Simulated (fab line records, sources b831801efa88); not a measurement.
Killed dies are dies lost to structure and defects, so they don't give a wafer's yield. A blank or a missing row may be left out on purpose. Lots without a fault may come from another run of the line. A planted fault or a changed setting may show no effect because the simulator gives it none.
Which tool did it? | flow sky130 | 11 lots, 32 wafers sampled, at 2 steps of a route of 708

WHAT THE GAUGES READ, wafer by wafer
SKY_VIA3_OVL_MEAS_13.
lot  | measured     | on         | VIA3_OVL (nm)
L295 | day 39 19:37 | overlay-01 | -1 -2 -3
L297 | day 41 01:17 | overlay-02 | -1 1 4
L300 | day 41 11:38 | overlay-02 | -12 8 1
L301 | day 41 18:03 | overlay-01 | 14 6 12
L303 | day 42 09:53 | overlay-02 | -8 -8 -15
L305 | day 42 21:15 | overlay-01 | -3 1 4
L306 | day 43 09:41 | overlay-02 | 7 -1 6
L307 | day 43 11:45 | overlay-01 | 2 2 8
L308 | day 43 15:14 | overlay-01 | 4 7 10
L309 | day 44 02:35 | overlay-01 | 5 -3 -2
L314 | day 45 11:47 | overlay-02 | 0 -2

WHICH TOOL RAN EACH LOT (tool, then ch and the chambers of the sampled wafers, then the start)
lot  | SKY_METAL3_SPUTTER_03
L295 | pvd_sputter-01, day 36 13:31
L297 | pvd_sputter-04, day 37 19:51
L300 | pvd_sputter-04, day 38 07:00
L301 | pvd_sputter-04, day 38 13:40
L303 | pvd_sputter-01, day 39 05:20
L305 | pvd_sputter-01, day 39 18:40
L306 | pvd_sputter-01, day 40 08:20
L307 | pvd_sputter-03, day 40 08:57
L308 | pvd_sputter-04, day 40 13:41
L309 | pvd_sputter-04, day 41 01:36
L314 | pvd_sputter-04, day 42 13:24
- SKY_METAL3_SPUTTER_03: material Ti, target thk 5 nm, time 3.3 s.

WHAT THE TOOLS THEMSELVES READ (means of the sampled wafers that have a number; where no wafer has one, the mark that the record gives instead)
SKY_METAL3_SPUTTER_03.
lot  | tool           | chamber_pressure_pa (Pa) | throttle_valve_pct (%)
L295 | pvd_sputter-01 | 0.4002                   | 30.6
L297 | pvd_sputter-04 | 0.3989                   | 30.6
L300 | pvd_sputter-04 | 0.4000                   | 29.8
L301 | pvd_sputter-04 | 0.4004                   | 30.7
L303 | pvd_sputter-01 | 0.4001                   | 30.0
L305 | pvd_sputter-01 | 0.4001                   | 31.0
L306 | pvd_sputter-01 | 0.4007                   | 30.2
L307 | pvd_sputter-03 | 0.3996                   | 29.8
L308 | pvd_sputter-04 | 0.4000                   | 29.4
L309 | pvd_sputter-04 | 0.4004                   | 30.7
L314 | pvd_sputter-04 | 0.4005                   | 29.0

THE ANSWER, worked out from the rows above alone
Rule: what is usual is taken from the lots themselves. Put in order of their means at a reading, lots are off if they are a third of the lots or fewer, leave a main group of 4 or more, and stand apart from it by a gap of 3 or more times the standard deviation of the main group's means; of several such gaps the widest counts. A main group whose means are all the same, to the digits that the tables above print for the reading, isn't used. A lot without any number at a reading at which 4 lots or more have one is off too. The other lots that the step has rows for count as sound. The gauges are gone through in route order, then the tools' own readings, and for those a lot's mean is taken as printed above. The first step at which some lot is off is used, and at that step the reading that is off furthest; a lot without a number counts as furthest.
No lot is off at any reading shown: from this, nothing can be told.

WHAT THE SIMULATOR HAD PUT IN
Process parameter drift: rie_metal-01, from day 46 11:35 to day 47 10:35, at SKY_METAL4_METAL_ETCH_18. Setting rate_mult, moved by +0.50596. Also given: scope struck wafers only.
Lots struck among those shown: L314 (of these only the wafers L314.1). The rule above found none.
